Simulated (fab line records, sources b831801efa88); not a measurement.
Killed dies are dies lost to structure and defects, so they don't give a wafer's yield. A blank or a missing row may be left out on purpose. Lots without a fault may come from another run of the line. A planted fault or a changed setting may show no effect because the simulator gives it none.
Which tool did it? | flow sky130 | 24 lots, 72 wafers sampled, at 6 steps of a route of 708

WHAT THE GAUGES READ, wafer by wafer
SKY_VIA1_OVL_MEAS_13. Usual: VIA1_OVL 3 nm, standard deviation 4.6.
lot  | measured     | on         | VIA1_OVL (nm) | flag
L074 | day 34 01:31 | overlay-02 | -2 -3 1       |
L075 | day 34 11:46 | overlay-02 | 0 3 1         |
L076 | day 34 19:01 | overlay-02 | 2 1 6         |
L077 | day 34 20:46 | overlay-02 | 12 5 5        |
L078 | day 35 06:43 | overlay-01 | 11 6 5        |
L079 | day 35 16:13 | overlay-01 | 7 3 10        |
L080 | day 36 02:43 | overlay-01 | 5 0 -1        |
L081 | day 36 06:33 | overlay-01 | -1 -1 1       |
L082 | day 36 21:54 | overlay-02 | -2 1 3        |
L083 | day 37 06:10 | overlay-01 | -2 2 5        |
L084 | day 37 15:10 | overlay-02 | 2 7 3         |
L085 | day 38 02:48 | overlay-02 | -6 -7 -8      |
L086 | day 38 06:59 | overlay-01 | 2 4 -2        |
L087 | day 38 08:58 | overlay-01 | -8 -9 -5      |
L088 | day 38 10:58 | overlay-01 | 2 -2 4        |
L089 | day 38 21:39 | overlay-01 | 0 3 3         |
L090 | day 39 06:25 | overlay-02 | -1 1 -2       |
L091 | day 39 19:23 | overlay-02 | 3 4 -2        |
L092 | day 39 20:31 | overlay-01 | 3 4 5         |
L093 | day 40 00:22 | overlay-02 | 0 10 13       |
L094 | day 40 02:43 | overlay-01 | 2 9 8         |
L095 | day 40 13:01 | overlay-01 | 9 7 1         |
L096 | day 40 16:46 | overlay-02 | 14 7 11       |
L097 | day 41 07:58 | overlay-01 | 2 7 8         |

SKY_VIA2_THK_MEAS_01. Usual: VIA2_HDPCVD_THK 1180 nm, standard deviation 11.
lot  | measured     | on            | VIA2_HDPCVD_THK (nm) | flag
L074 | day 35 06:37 | film_metro-01 | 1185 1187 1192       |
L075 | day 35 16:44 | film_metro-02 | 1162 1167 1162       |
L076 | day 36 00:00 | film_metro-02 | 1176 1181 1182       |
L077 | day 36 02:00 | film_metro-04 | 1175 1165 1185       |
L078 | day 36 11:56 | film_metro-02 | 1185 1175 1173       |
L079 | day 36 20:39 | film_metro-01 | 1160 1161 1164       |
L080 | day 37 06:47 | film_metro-04 | 1161 1183 1198       |
L081 | day 37 11:29 | film_metro-01 | 1193 1207 1188       |
L082 | day 38 02:03 | film_metro-01 | 1193 1194 1177       |
L083 | day 38 10:00 | film_metro-04 | 1183 1172 1173       |
L084 | day 38 19:06 | film_metro-04 | 1185 1190 1184       |
L085 | day 39 07:28 | film_metro-02 | 1173 1174 1186       |
L086 | day 39 11:41 | film_metro-02 | 1180 1176 1169       |
L087 | day 39 13:10 | film_metro-02 | 1168 1168 1174       |
L088 | day 39 14:58 | film_metro-01 | 1187 1187 1174       |
L089 | day 40 00:17 | film_metro-01 | 1182 1189 1188       |
L090 | day 40 09:25 | film_metro-01 | 1183 1172 1170       |
L091 | day 40 22:25 | film_metro-02 | 1189 1196 1173       |
L092 | day 41 00:29 | film_metro-01 | 1170 1184 1179       |
L093 | day 41 02:19 | film_metro-02 | 1192 1192 1198       |
L094 | day 41 04:46 | film_metro-01 | 1188 1172 1185       |
L095 | day 41 16:48 | film_metro-02 | 1186 1185 1191       |
L096 | day 41 20:06 | film_metro-01 | 1186 1204 1176       |
L097 | day 42 11:05 | film_metro-01 | 1192 1202 1200       |

SKY_METAL3_CD_MEAS_13: target cd 300 nm. Usual: cd_nm 300.4 nm, standard deviation 1.4.
lot  | measured     | on        | cd_nm (nm)        | flag
L074 | day 38 13:25 | cd_sem-01 | 298.8 297.4 299.0 |
L075 | day 39 01:35 | cd_sem-01 | 300.4 300.5 301.8 |
L076 | day 39 08:08 | cd_sem-01 | 299.7 300.3 300.3 |
L077 | day 39 09:53 | cd_sem-02 | 301.8 301.3 301.1 |
L078 | day 39 19:12 | cd_sem-01 | 300.0 300.8 301.3 |
L079 | day 40 03:35 | cd_sem-02 | 302.6 301.4 301.2 |
L080 | day 40 12:15 | cd_sem-01 | 301.8 299.0 301.2 |
L081 | day 40 16:47 | cd_sem-02 | 300.9 301.9 301.7 |
L082 | day 41 08:11 | cd_sem-02 | 301.9 301.2 302.9 |
L083 | day 41 15:32 | cd_sem-02 | 300.2 301.0 301.3 |
L084 | day 41 23:07 | cd_sem-01 | 299.9 299.1 299.7 |
L085 | day 42 11:00 | cd_sem-01 | 300.5 300.8 301.4 |
L086 | day 42 16:17 | cd_sem-01 | 302.5 302.8 301.6 |
L087 | day 42 16:31 | cd_sem-02 | 299.7 300.5 299.7 |
L088 | day 42 18:37 | cd_sem-02 | 298.8 299.3 298.7 |
L089 | day 43 02:47 | cd_sem-01 | 297.8 298.6 298.0 |
L090 | day 43 11:13 | cd_sem-01 | 302.1 300.8 302.4 |
L091 | day 44 01:34 | cd_sem-01 | 298.2 297.3 298.1 |
L092 | day 44 01:53 | cd_sem-02 | 300.2 301.3 301.8 |
L093 | day 44 02:17 | cd_sem-02 | 301.7 301.6 302.7 |
L094 | day 44 03:36 | cd_sem-01 | 300.4 300.2 299.7 |
L095 | day 44 17:18 | cd_sem-01 | 301.1 300.4 301.8 |
L096 | day 44 19:13 | cd_sem-01 | 300.0 299.4 299.7 |
L097 | day 45 09:19 | cd_sem-01 | 301.3 300.8 301.8 |

SKY_VIA4_RS_MEAS_19: measures by four-point-probe. Usual: VIA4_W_RS 0.2262 ohm/sq, standard deviation 0.0024.
lot  | measured     | on            | VIA4_W_RS (ohm/sq)   | flag
L074 | day 42 21:56 | film_metro-02 | 0.2264 0.2261 0.2253 |
L075 | day 43 06:45 | film_metro-04 | 0.2279 0.2283 0.2265 |
L076 | day 43 15:39 | film_metro-04 | 0.2242 0.2265 0.2250 |
L077 | day 43 17:27 | film_metro-02 | 0.2271 0.2269 0.2246 |
L078 | day 44 00:51 | film_metro-01 | 0.2271 0.2274 0.2269 |
L079 | day 44 06:54 | film_metro-04 | 0.2275 0.2258 0.2282 |
L080 | day 44 16:27 | film_metro-04 | 0.2281 0.2251 0.2266 |
L081 | day 44 21:19 | film_metro-04 | 0.2289 0.2295 0.2279 |
L082 | day 45 10:43 | film_metro-04 | 0.2229 0.2276 0.2250 |
L083 | day 45 16:52 | film_metro-04 | 0.2319 0.2285 0.2314 |
L084 | day 45 22:58 | film_metro-04 | 0.2233 0.2227 0.2250 |
L085 | day 46 10:39 | film_metro-04 | 0.2259 0.2232 0.2265 |
L086 | day 46 14:52 | film_metro-02 | 0.2305 0.2300 0.2301 |
L087 | day 46 16:10 | film_metro-04 | 0.2274 0.2252 0.2268 |
L088 | day 46 17:04 | film_metro-04 | 0.2269 0.2264 0.2266 |
L089 | day 47 00:04 | film_metro-04 | 0.2291 0.2269 0.2253 |
L090 | day 47 06:18 | film_metro-01 | 0.2228 0.2258 0.2276 |
L091 | day 47 19:44 | film_metro-01 | 0.2241 0.2257 0.2245 |
L092 | day 47 20:24 | film_metro-01 | 0.2283 0.2261 0.2250 |
L093 | day 47 20:42 | film_metro-02 | 0.2244 0.2275 0.2229 |
L094 | day 47 22:09 | film_metro-01 | 0.2225 0.2211 0.2237 |
L095 | day 48 10:53 | film_metro-04 | 0.2203 0.2283 0.2207 |
L096 | day 48 12:11 | film_metro-01 | 0.2279 0.2276 0.2276 |
L097 | day 48 22:24 | film_metro-02 | 0.2237 0.2268 0.2253 |

WHICH TOOL RAN EACH LOT (tool, then ch and the chambers of the sampled wafers, then the start)
lot  | SKY_VIA3_CMP_02               | SKY_VIA4_SPUTTER_17
L074 | cmp-01 ch 1,2,3, day 38 14:58 | pvd_sputter-01, day 42 21:42
L075 | cmp-01 ch 0,2,3, day 39 02:58 | pvd_sputter-04, day 43 06:32
L076 | cmp-02 ch 0,3, day 39 09:26   | pvd_sputter-01, day 43 15:26
L077 | cmp-02 ch 0,1,3, day 39 11:33 | pvd_sputter-02, day 43 17:14
L078 | cmp-01 ch 1,2,3, day 39 20:46 | pvd_sputter-01, day 44 00:38
L079 | cmp-01 ch 1,2,3, day 40 05:27 | pvd_sputter-01, day 44 06:41
L080 | cmp-01 ch 0,1,3, day 40 13:58 | pvd_sputter-01, day 44 16:14
L081 | cmp-01 ch 0,3, day 40 18:28   | pvd_sputter-02, day 44 21:06
L082 | cmp-02 ch 0,1, day 41 09:30   | pvd_sputter-02, day 45 10:31
L083 | cmp-02 ch 0,2, day 41 17:09   | pvd_sputter-02, day 45 16:39
L084 | cmp-02 ch 0,1,2, day 42 00:26 | pvd_sputter-01, day 45 22:44
L085 | cmp-02 ch 1,2,3, day 42 12:22 | pvd_sputter-02, day 46 10:26
L086 | cmp-01 ch 0,1,2, day 42 18:10 | pvd_sputter-01, day 46 14:38
L087 | cmp-01 ch 1,2, day 42 18:28   | pvd_sputter-04, day 46 15:56
L088 | cmp-01 ch 0,1,2, day 42 20:19 | pvd_sputter-04, day 46 16:50
L089 | cmp-02 ch 1,2,3, day 43 04:05 | pvd_sputter-02, day 46 23:50
L090 | cmp-01 ch 2,3, day 43 12:41   | pvd_sputter-01, day 47 06:04
L091 | cmp-01 ch 0,2,3, day 44 02:56 | pvd_sputter-01, day 47 19:30
L092 | cmp-02 ch 0,2, day 44 03:11   | pvd_sputter-02, day 47 20:11
L093 | cmp-01 ch 2,3, day 44 03:33   | pvd_sputter-02, day 47 20:27
L094 | cmp-01 ch 0,1,2, day 44 04:57 | pvd_sputter-04, day 47 21:56
L095 | cmp-02 ch 1,2, day 44 18:40   | pvd_sputter-01, day 48 10:39
L096 | cmp-01 ch 1,2,3, day 44 20:41 | pvd_sputter-01, day 48 11:58
L097 | cmp-01 ch 0,1,2, day 45 10:38 | pvd_sputter-04, day 48 22:11
- SKY_VIA3_CMP_02: polishes SiO2.
- SKY_VIA4_SPUTTER_17: material TiN, target thk 20 nm, time 80 s.

WHAT THE TOOLS THEMSELVES READ (means of the sampled wafers that have a number; where no wafer has one, the mark that the record gives instead)
SKY_VIA3_CMP_02. Usual: motor_current_A 12.8 A, standard deviation 1.3.
lot  | tool   | motor_current_A (A) | flag
L074 | cmp-01 | 13.5                |
L075 | cmp-01 | 13.2                |
L076 | cmp-02 | 11.7                |
L077 | cmp-02 | 11.9                |
L078 | cmp-01 | 13.9                |
L079 | cmp-01 | 13.5                |
L080 | cmp-01 | 12.1                |
L081 | cmp-01 | 12.0                |
L082 | cmp-02 | 11.9                |
L083 | cmp-02 | 11.5                |
L084 | cmp-02 | 11.9                |
L085 | cmp-02 | 13.0                |
L086 | cmp-01 | 12.8                |
L087 | cmp-01 | 14.1                |
L088 | cmp-01 | 13.3                |
L089 | cmp-02 | 12.2                |
L090 | cmp-01 | 13.5                |
L091 | cmp-01 | 13.3                |
L092 | cmp-02 | 12.0                |
L093 | cmp-01 | 14.4                |
L094 | cmp-01 | 13.0                |
L095 | cmp-02 | 13.0                |
L096 | cmp-01 | 13.2                |
L097 | cmp-01 | 13.0                |

SKY_VIA4_SPUTTER_17. Usual: throttle_valve_pct 29.9 %, standard deviation 1.1.
lot  | tool           | throttle_valve_pct (%) | flag
L074 | pvd_sputter-01 | 29.5                   |
L075 | pvd_sputter-04 | 30.3                   |
L076 | pvd_sputter-01 | 29.3                   |
L077 | pvd_sputter-02 | 30.5                   |
L078 | pvd_sputter-01 | 29.5                   |
L079 | pvd_sputter-01 | 29.3                   |
L080 | pvd_sputter-01 | 30.0                   |
L081 | pvd_sputter-02 | 30.5                   |
L082 | pvd_sputter-02 | 30.8                   |
L083 | pvd_sputter-02 | 31.0                   |
L084 | pvd_sputter-01 | 29.5                   |
L085 | pvd_sputter-02 | 30.2                   |
L086 | pvd_sputter-01 | 29.4                   |
L087 | pvd_sputter-04 | 29.6                   |
L088 | pvd_sputter-04 | 30.4                   |
L089 | pvd_sputter-02 | 30.1                   |
L090 | pvd_sputter-01 | 28.9                   |
L091 | pvd_sputter-01 | 29.3                   |
L092 | pvd_sputter-02 | 31.3                   |
L093 | pvd_sputter-02 | 31.4                   |
L094 | pvd_sputter-04 | 29.9                   |
L095 | pvd_sputter-01 | 30.0                   |
L096 | pvd_sputter-01 | 29.6                   |
L097 | pvd_sputter-04 | 29.6                   |

THE ANSWER, worked out from the rows above alone
Rule: a lot is off if the mean of its wafers that have a number lies more than 3 standard deviations from the usual mean. A lot without any number at a reading at which 4 lots or more have one is off too. The other lots that the step has rows for count as sound. The gauges are gone through in route order, then the tools' own readings, and for those a lot's mean is taken as printed above. The first step at which some lot is off is used, and at that step the reading that is off furthest; a lot without a number counts as furthest.
No lot is off at any reading shown: from this, nothing can be told.

WHAT THE SIMULATOR HAD PUT IN
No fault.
